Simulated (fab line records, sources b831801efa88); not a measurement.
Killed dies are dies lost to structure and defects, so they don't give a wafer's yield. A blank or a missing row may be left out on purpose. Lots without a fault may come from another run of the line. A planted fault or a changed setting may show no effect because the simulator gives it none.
Which tool did it? | flow gf180mcu | 6 lots, 18 wafers sampled, at 2 steps of a route of 602

WHAT THE GAUGES READ, wafer by wafer
GF_HV_LDD_CD_MEAS_19: target cd 400 nm.
lot  | measured     | on        | cd_nm (nm)
L680 | day 11 00:52 | cd_sem-01 | 397.0 399.6 399.9
L682 | day 11 21:42 | cd_sem-02 | 400.6 398.1 399.7
L684 | day 12 07:49 | cd_sem-01 | 401.5 397.7 400.7
L695 | day 15 20:07 | cd_sem-01 | 400.0 402.7 403.4
L699 | day 17 01:46 | cd_sem-01 | 401.4 401.5 401.7
L701 | day 17 20:32 | cd_sem-02 | 399.9 398.1 397.2

WHICH TOOL RAN EACH LOT (tool, then ch and the chambers of the sampled wafers, then the start)
lot  | GF_VT_IMPLANT_STRIP_20
L680 | plasma_asher-03 ch 0,1, day 6 11:16
L682 | plasma_asher-04 ch 0,1, day 7 01:16
L684 | plasma_asher-04 ch 0,1, day 7 15:42
L695 | plasma_asher-04 ch 0,1, day 10 11:38
L699 | plasma_asher-01 ch 0,1, day 11 13:20
L701 | plasma_asher-04 ch 0,1, day 12 04:03
- GF_VT_IMPLANT_STRIP_20: strips in O2/N2.

THE ANSWER, worked out from the rows above alone
Rule: what is usual is taken from the lots themselves. Put in order of their means at a reading, lots are off if they are a third of the lots or fewer, leave a main group of 4 or more, and stand apart from it by a gap of 3 or more times the standard deviation of the main group's means; of several such gaps the widest counts. A main group whose means are all the same, to the digits that the tables above print for the reading, isn't used. A lot without any number at a reading at which 4 lots or more have one is off too. The other lots that the step has rows for count as sound.
No lot is off at any reading shown: from this, nothing can be told.

WHAT THE SIMULATOR HAD PUT IN
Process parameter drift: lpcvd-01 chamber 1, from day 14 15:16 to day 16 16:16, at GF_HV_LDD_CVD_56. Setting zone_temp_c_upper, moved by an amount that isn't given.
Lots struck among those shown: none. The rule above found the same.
